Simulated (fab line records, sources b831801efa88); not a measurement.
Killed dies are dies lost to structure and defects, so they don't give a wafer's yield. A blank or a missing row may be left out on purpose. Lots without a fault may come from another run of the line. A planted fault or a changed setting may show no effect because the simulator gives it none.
Tool commonality check | flow sky130 | 13 lots, 39 wafers sampled

WHY IT WAS OPENED
At SKY_GATE_OXIDE_THK_MEAS_02 the reading GATE_OXIDE_OXIDATION_00_THK is flagged on 2 of 13 lots. Wafers without a fault read 10.37 nm, standard deviation 0.21.
Rule: a lot is flagged when every wafer of it that has a number lies more than 4 standard deviations from that mean, or none has a number. The other lots count as sound.

lot  | measured     | on            | GATE_OXIDE_OXIDATION_00_THK (nm), wafer by wafer | flag
L818 | day 12 21:44 | film_metro-03 | 10.64 10.36 10.52                                |
L819 | day 13 01:49 | film_metro-01 | 10.17 10.16 10.24                                |
L820 | day 13 14:13 | film_metro-03 | 10.37 10.44 10.42                                |
L821 | day 13 20:18 | film_metro-01 | 10.31 10.22 10.17                                |
L822 | day 13 20:53 | film_metro-03 | 10.94 10.70 10.75                                |
L823 | day 14 19:02 | film_metro-03 | 10.34 10.43 10.32                                |
L828 | day 16 03:03 | film_metro-01 | 10.36 10.46 10.37                                |
L832 | day 17 15:44 | film_metro-01 | 6.31 6.46 6.34                                   | FLAGGED
L833 | day 18 02:21 | film_metro-01 | 6.02 6.21 6.24                                   | FLAGGED
L835 | day 18 22:29 | film_metro-03 | 10.38 10.26 10.14                                |
L836 | day 19 02:49 | film_metro-03 | 10.51 10.45 10.42                                |
L839 | day 19 23:15 | film_metro-03 | 9.93 10.02 9.95                                  |
L840 | day 20 04:13 | film_metro-01 | 10.08 10.29 10.02                                |
The numbers of the flagged lots are 6.26 nm on average: -4.11 nm against the usual, or -20 standard deviations.

WHICH TOOL RAN EACH LOT
The record holds 1 process step before the reading, out of a route of 708 steps. In each cell: the tool, then ch and the chambers that the sampled wafers went through, then the start.
lot  | flag    | SKY_GATE_OXIDE_OXIDATION_01
L818 |         | furnace-02 ch 0, day 12 20:20
L819 |         | furnace-02 ch 0, day 13 00:25
L820 |         | furnace-01 ch 0, day 13 12:48
L821 |         | furnace-02 ch 0, day 13 18:54
L822 |         | furnace-01 ch 0, day 13 19:28
L823 |         | furnace-01 ch 0, day 14 17:37
L828 |         | furnace-02 ch 0, day 16 01:38
L832 | FLAGGED | furnace-01 ch 0, day 17 14:18
L833 | FLAGGED | furnace-01 ch 0, day 18 00:56
L835 |         | furnace-02 ch 0, day 18 21:05
L836 |         | furnace-02 ch 0, day 19 01:23
L839 |         | furnace-02 ch 0, day 19 21:50
L840 |         | furnace-02 ch 0, day 20 02:48
What these steps do:
- SKY_GATE_OXIDE_OXIDATION_01: stabilise 600 s, purge 300 s, target thk 10.268 nm.
- SKY_GATE_OXIDE_THK_MEAS_02

FLAGGED OVER TOTAL, TOOL BY TOOL (the gauges that took the reading come last)
step                        | tool          | lots run | flagged | share of the flagged lots | sound lots run after its first flagged lot
SKY_GATE_OXIDE_OXIDATION_01 | furnace-01    | 5        | 2       | all                       | 0
SKY_GATE_OXIDE_OXIDATION_01 | furnace-02    | 8        | 0       | none                      | -
SKY_GATE_OXIDE_THK_MEAS_02  | film_metro-01 | 6        | 2       | all                       | 1 (L840)
SKY_GATE_OXIDE_THK_MEAS_02  | film_metro-03 | 7        | 0       | none                      | -

WHAT THE TABLE ALLOWS
2 rows of the table ran every flagged lot: furnace-01 at SKY_GATE_OXIDE_OXIDATION_01, film_metro-01 at SKY_GATE_OXIDE_THK_MEAS_02.
- furnace-01 at SKY_GATE_OXIDE_OXIDATION_01: 2 of its 5 lots flagged. Its last sound lot is L823 (day 14 17:37), its first flagged lot L832 (day 17 14:18): a fault that began between those two fits.
- film_metro-01 at SKY_GATE_OXIDE_THK_MEAS_02: 2 of its 6 lots flagged. Sound lots ran on it after the first flagged one (L840), which a lasting fault on the whole tool wouldn't allow.
One tool is left: furnace-01 at SKY_GATE_OXIDE_OXIDATION_01.

WHAT THE SIMULATOR HAD PUT IN
Process parameter drift: furnace-01, from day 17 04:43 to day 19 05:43, at SKY_GATE_OXIDE_OXIDATION_01. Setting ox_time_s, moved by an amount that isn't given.
Lots struck among those shown: L832, L833. The rule above found the same.
